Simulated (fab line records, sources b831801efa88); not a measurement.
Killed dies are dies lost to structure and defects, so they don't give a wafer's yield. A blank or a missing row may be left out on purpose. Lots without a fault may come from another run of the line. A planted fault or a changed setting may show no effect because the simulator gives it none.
Which tool did it? | flow sky130 | 24 lots, 72 wafers sampled, at 6 steps of a route of 708

WHAT THE GAUGES READ, wafer by wafer
SKY_METAL2_RS_MEAS_05: measures by four-point-probe.
lot  | measured     | on            | METAL2_ALCU_RS (ohm/sq)
L074 | day 33 18:51 | film_metro-02 | 0.1266 0.1256 0.1253
L077 | day 34 23:38 | film_metro-04 | 0.1272 0.1268 0.1271
L075 | day 35 00:25 | film_metro-02 | 0.1263 0.1265 0.1273
L076 | day 35 01:12 | film_metro-02 | 0.1261 0.1244 0.1255
L078 | day 35 11:37 | film_metro-04 | 0.1256 0.1269 0.1271
L079 | day 35 13:37 | film_metro-02 | 0.1272 0.1268 0.1259
L080 | day 35 21:47 | film_metro-04 | 0.1255 0.1264 0.1262
L081 | day 35 23:52 | film_metro-04 | 0.1276 0.1277 0.1278
L082 | day 36 14:17 | film_metro-01 | 0.1274 0.1274 0.1277
L083 | day 36 19:07 | film_metro-04 | 0.1266 0.1283 0.1269
L084 | day 37 09:10 | film_metro-04 | 0.1252 0.1252 0.1248
L085 | day 37 18:55 | film_metro-01 | 0.1284 0.1271 0.1277
L086 | day 37 23:32 | film_metro-01 | 0.1258 0.1261 0.1271
L088 | day 39 15:55 | film_metro-01 | 0.1258 0.1270 0.1264
L087 | day 39 18:04 | film_metro-02 | 0.1253 0.1254 0.1249
L090 | day 39 19:43 | film_metro-04 | 0.1273 0.1263 0.1264
L092 | day 39 20:58 | film_metro-01 | 0.1250 0.1262 0.1249
L089 | day 39 21:16 | film_metro-02 | 0.1267 0.1253 0.1249
L091 | day 39 21:50 | film_metro-02 | 0.1253 0.1255 0.1259
L093 | day 39 23:34 | film_metro-02 | 0.1249 0.1240 0.1246
L094 | day 40 10:15 | film_metro-01 | 0.1267 0.1267 0.1262
L096 | day 41 12:10 | film_metro-02 | 0.1285 0.1284 0.1275
L095 | day 41 13:56 | film_metro-04 | 0.1254 0.1264 0.1253
L097 | day 41 15:56 | film_metro-01 | 0.1269 0.1264 0.1257

SKY_PASSIVATION_THK_MEAS_03.
lot  | measured     | on            | PASSIVATION_CVD_02_THK (nm)
L074 | day 43 15:05 | film_metro-03 | 547 542 546
L077 | day 44 17:22 | film_metro-02 | 531 545 544
L075 | day 44 15:30 | film_metro-04 | 538 555 544
L076 | day 44 19:46 | film_metro-02 | 541 544 540
L078 | day 45 02:48 | film_metro-03 | 538 535 546
L079 | day 45 04:06 | film_metro-02 | 543 535 548
L080 | day 45 07:55 | film_metro-03 | 544 552 546
L081 | day 45 11:50 | film_metro-03 | 545 538 549
L082 | day 46 01:31 | film_metro-02 | 542 538 540
L083 | day 46 02:46 | film_metro-02 | 544 551 551
L084 | day 46 15:04 | film_metro-03 | 540 538 557
L085 | day 46 23:52 | film_metro-02 | 533 544 542
L086 | day 47 00:19 | film_metro-02 | 532 537 542
L088 | day 48 09:05 | film_metro-04 | 533 543 543
L087 | day 48 12:02 | film_metro-02 | 535 541 547
L090 | day 48 13:01 | film_metro-03 | 551 549 547
L092 | day 48 14:05 | film_metro-03 | 543 542 542
L089 | day 48 16:08 | film_metro-04 | 547 543 544
L091 | day 48 16:25 | film_metro-04 | 535 539 547
L093 | day 48 17:11 | film_metro-03 | 536 543 551
L094 | day 48 22:19 | film_metro-04 | 540 539 547
L096 | day 49 17:31 | film_metro-02 | 539 540 542
L095 | day 49 19:27 | film_metro-02 | 532 538 541
L097 | day 49 19:47 | film_metro-02 | 531 538 541

WHICH TOOL RAN EACH LOT (tool, then ch and the chambers of the sampled wafers, then the start)
lot  | SKY_VIA1_CMP_24               | SKY_METAL2_SPUTTER_04        | SKY_METAL3_SPUTTER_01        | SKY_PASSIVATION_CVD_00
L074 | cmp-01 ch 0,1,2, day 33 18:26 | pvd_sputter-03, day 33 18:47 | pvd_sputter-03, day 36 01:49 | pecvd-02 ch 0,2, day 43 14:45
L077 | cmp-01 ch 0,3, day 34 23:10   | pvd_sputter-03, day 34 23:34 | pvd_sputter-02, day 37 08:08 | pecvd-01 ch 0,2, day 44 17:02
L075 | cmp-01 ch 0,1,3, day 34 23:58 | pvd_sputter-03, day 35 00:22 | pvd_sputter-04, day 37 09:28 | pecvd-03 ch 0,2, day 44 15:04
L076 | cmp-01 ch 1,2,3, day 35 00:55 | pvd_sputter-02, day 35 01:10 | pvd_sputter-02, day 37 10:20 | pecvd-02 ch 0,2, day 44 19:28
L078 | cmp-02 ch 1,2,3, day 35 11:10 | pvd_sputter-03, day 35 11:33 | pvd_sputter-04, day 37 20:23 | pecvd-03 ch 0,2, day 45 02:29
L079 | cmp-02 ch 0,1,3, day 35 13:17 | pvd_sputter-03, day 35 13:34 | pvd_sputter-04, day 37 21:22 | pecvd-02 ch 0,2, day 45 03:47
L080 | cmp-01 ch 0,1,3, day 35 21:26 | pvd_sputter-02, day 35 21:43 | pvd_sputter-04, day 38 06:10 | pecvd-02 ch 0,1, day 45 07:35
L081 | cmp-01 ch 0,1,2, day 35 23:24 | pvd_sputter-02, day 35 23:47 | pvd_sputter-04, day 38 08:29 | pecvd-01 ch 0,1,2, day 45 11:31
L082 | cmp-02 ch 0,3, day 36 13:49   | pvd_sputter-03, day 36 14:12 | pvd_sputter-02, day 38 21:46 | pecvd-02 ch 0,2, day 46 01:11
L083 | cmp-01 ch 0,1,3, day 36 18:38 | pvd_sputter-02, day 36 19:01 | pvd_sputter-03, day 39 01:26 | pecvd-02 ch 0,1,2, day 46 02:26
L084 | cmp-01 ch 0,3, day 37 08:44   | pvd_sputter-01, day 37 09:07 | pvd_sputter-02, day 39 15:22 | pecvd-01 ch 0,2, day 46 14:46
L085 | cmp-01 ch 1,3, day 37 18:31   | pvd_sputter-02, day 37 18:52 | pvd_sputter-03, day 40 00:28 | pecvd-03 ch 0,2, day 46 23:24
L086 | cmp-01 ch 1,2, day 37 23:05   | pvd_sputter-02, day 37 23:29 | pvd_sputter-02, day 40 03:37 | pecvd-03 ch 0,1,2, day 47 00:00
L088 | cmp-01 ch 1,2, day 39 15:28   | pvd_sputter-01, day 39 15:52 | pvd_sputter-04, day 41 19:53 | pecvd-02 ch 0, day 48 08:44
L087 | cmp-01 ch 0,1,2, day 39 17:42 | pvd_sputter-01, day 39 17:59 | pvd_sputter-02, day 41 21:43 | pecvd-03 ch 0,1,2, day 48 11:36
L090 | cmp-02 ch 1,2,3, day 39 19:22 | pvd_sputter-01, day 39 19:36 | pvd_sputter-02, day 41 22:32 | pecvd-02 ch 0,2, day 48 12:40
L092 | cmp-01 ch 2,3, day 39 20:31   | pvd_sputter-01, day 39 20:52 | pvd_sputter-03, day 41 23:37 | pecvd-01 ch 0,1,2, day 48 13:39
L089 | cmp-01 ch 0,2,3, day 39 20:48 | pvd_sputter-01, day 39 21:11 | pvd_sputter-04, day 42 00:13 | pecvd-03 ch 0,1,2, day 48 15:43
L091 | cmp-01 ch 0,3, day 39 21:27   | pvd_sputter-03, day 39 21:47 | pvd_sputter-04, day 42 02:02 | pecvd-02 ch 0,2, day 48 16:06
L093 | cmp-02 ch 0,1,2, day 39 23:07 | pvd_sputter-02, day 39 23:30 | pvd_sputter-04, day 42 02:56 | pecvd-01 ch 0,2, day 48 16:45
L094 | cmp-01 ch 1,2, day 40 09:49   | pvd_sputter-02, day 40 10:12 | pvd_sputter-04, day 42 11:20 | pecvd-02 ch 0,2, day 48 22:00
L096 | cmp-02 ch 1,2,3, day 41 11:49 | pvd_sputter-03, day 41 12:07 | pvd_sputter-02, day 43 13:58 | pecvd-01 ch 0,1,2, day 49 17:12
L095 | cmp-02 ch 0,1,2, day 41 13:35 | pvd_sputter-02, day 41 13:53 | pvd_sputter-03, day 43 14:59 | pecvd-02 ch 0,1,2, day 49 19:05
L097 | cmp-02 ch 0,2,3, day 41 15:35 | pvd_sputter-02, day 41 15:53 | pvd_sputter-03, day 43 17:14 | pecvd-03 ch 0,2, day 49 19:23
- SKY_VIA1_CMP_24: polishes, stops on SiO2, t overpolish 15 s, target thk 0 nm.
- SKY_METAL2_SPUTTER_04: material TiN, target thk 70 nm, time 58.3 s.
- SKY_METAL3_SPUTTER_01: material TiN, target thk 20 nm, time 16.7 s.
- SKY_PASSIVATION_CVD_00: deposits SiO2, target thk 90 nm.

WHAT THE TOOLS THEMSELVES READ (means of the sampled wafers that have a number; where no wafer has one, the mark that the record gives instead)
SKY_VIA1_CMP_24.
lot  | tool   | motor_current_A (A) | overpolish_run_s (s) | slurry_flow_ml_min | time_to_endpoint_s (s)
L074 | cmp-01 | 10.8                | 14.997               | 149.8              | 65.6
L077 | cmp-01 | 12.5                | 14.997               | 150.1              | 62.5
L075 | cmp-01 | 11.4                | 15.001               | 150.2              | 64.1
L076 | cmp-01 | 11.8                | 15.006               | 149.9              | 63.4
L078 | cmp-02 | 12.8                | 15.001               | 150.4              | 66.0
L079 | cmp-02 | 11.3                | 15.003               | 150.3              | 65.0
L080 | cmp-01 | 11.4                | 14.999               | 150.5              | 65.3
L081 | cmp-01 | 10.4                | 14.999               | 150.2              | 60.5
L082 | cmp-02 | 11.7                | 15.001               | 150.2              | 63.6
L083 | cmp-01 | 11.4                | 14.997               | 150.2              | 65.1
L084 | cmp-01 | 11.3                | 15.001               | 150.1              | 66.6
L085 | cmp-01 | 11.3                | 14.997               | 150.1              | 67.0
L086 | cmp-01 | 12.1                | 14.999               | 150.6              | 63.8
L088 | cmp-01 | 11.1                | 14.995               | 149.9              | 60.9
L087 | cmp-01 | 11.0                | 14.994               | 149.8              | 64.7
L090 | cmp-02 | 12.2                | 15.003               | 150.1              | 63.1
L092 | cmp-01 | 13.6                | 15.003               | 150.1              | 62.9
L089 | cmp-01 | 11.7                | 15.005               | 150.2              | 62.1
L091 | cmp-01 | 12.2                | 15.005               | 150.1              | 63.7
L093 | cmp-02 | 11.6                | 15.002               | 150.3              | 65.9
L094 | cmp-01 | 11.7                | 14.995               | 149.8              | 65.3
L096 | cmp-02 | 12.5                | 15.000               | 149.7              | 62.8
L095 | cmp-02 | 11.7                | 14.999               | 149.9              | 66.2
L097 | cmp-02 | 11.5                | 14.998               | 149.4              | 62.7

SKY_METAL2_SPUTTER_04.
lot  | tool           | throttle_valve_pct (%)
L074 | pvd_sputter-03 | 30.3
L077 | pvd_sputter-03 | 29.5
L075 | pvd_sputter-03 | 30.0
L076 | pvd_sputter-02 | 31.1
L078 | pvd_sputter-03 | 29.3
L079 | pvd_sputter-03 | 30.0
L080 | pvd_sputter-02 | 31.0
L081 | pvd_sputter-02 | 31.3
L082 | pvd_sputter-03 | 29.5
L083 | pvd_sputter-02 | 31.8
L084 | pvd_sputter-01 | 31.1
L085 | pvd_sputter-02 | 31.1
L086 | pvd_sputter-02 | 31.3
L088 | pvd_sputter-01 | 31.0
L087 | pvd_sputter-01 | 31.6
L090 | pvd_sputter-01 | 31.2
L092 | pvd_sputter-01 | 30.5
L089 | pvd_sputter-01 | 30.8
L091 | pvd_sputter-03 | 29.3
L093 | pvd_sputter-02 | 30.3
L094 | pvd_sputter-02 | 31.2
L096 | pvd_sputter-03 | 29.4
L095 | pvd_sputter-02 | 30.5
L097 | pvd_sputter-02 | 31.0

SKY_METAL3_SPUTTER_01.
lot  | tool           | throttle_valve_pct (%)
L074 | pvd_sputter-03 | 30.6
L077 | pvd_sputter-02 | 30.3
L075 | pvd_sputter-04 | 30.0
L076 | pvd_sputter-02 | 31.2
L078 | pvd_sputter-04 | 30.3
L079 | pvd_sputter-04 | 30.0
L080 | pvd_sputter-04 | 30.2
L081 | pvd_sputter-04 | 30.0
L082 | pvd_sputter-02 | 31.1
L083 | pvd_sputter-03 | 30.2
L084 | pvd_sputter-02 | 31.3
L085 | pvd_sputter-03 | 30.0
L086 | pvd_sputter-02 | 30.9
L088 | pvd_sputter-04 | 30.2
L087 | pvd_sputter-02 | 30.4
L090 | pvd_sputter-02 | 30.3
L092 | pvd_sputter-03 | 29.9
L089 | pvd_sputter-04 | 29.6
L091 | pvd_sputter-04 | 30.2
L093 | pvd_sputter-04 | 30.3
L094 | pvd_sputter-04 | 29.9
L096 | pvd_sputter-02 | 30.4
L095 | pvd_sputter-03 | 30.0
L097 | pvd_sputter-03 | 30.4

SKY_PASSIVATION_CVD_00.
lot  | tool     | heater_power_w (W)
L074 | pecvd-02 | 596
L077 | pecvd-01 | 838
L075 | pecvd-03 | 671
L076 | pecvd-02 | 604
L078 | pecvd-03 | 608
L079 | pecvd-02 | 533
L080 | pecvd-02 | 698
L081 | pecvd-01 | 727
L082 | pecvd-02 | 610
L083 | pecvd-02 | 613
L084 | pecvd-01 | 810
L085 | pecvd-03 | 637
L086 | pecvd-03 | 633
L088 | pecvd-02 | 584
L087 | pecvd-03 | 611
L090 | pecvd-02 | 591
L092 | pecvd-01 | 694
L089 | pecvd-03 | 663
L091 | pecvd-02 | 574
L093 | pecvd-01 | 755
L094 | pecvd-02 | 583
L096 | pecvd-01 | 693
L095 | pecvd-02 | 586
L097 | pecvd-03 | 607

THE ANSWER, worked out from the rows above alone
Rule: what is usual is taken from the lots themselves. Put in order of their means at a reading, lots are off if they are a third of the lots or fewer, leave a main group of 4 or more, and stand apart from it by a gap of 3 or more times the standard deviation of the main group's means; of several such gaps the widest counts. A main group whose means are all the same, to the digits that the tables above print for the reading, isn't used. A lot without any number at a reading at which 4 lots or more have one is off too. The other lots that the step has rows for count as sound. The gauges are gone through in route order, then the tools' own readings, and for those a lot's mean is taken as printed above. The first step at which some lot is off is used, and at that step the reading that is off furthest; a lot without a number counts as furthest.
No lot is off at any reading shown: from this, nothing can be told.

WHAT THE SIMULATOR HAD PUT IN
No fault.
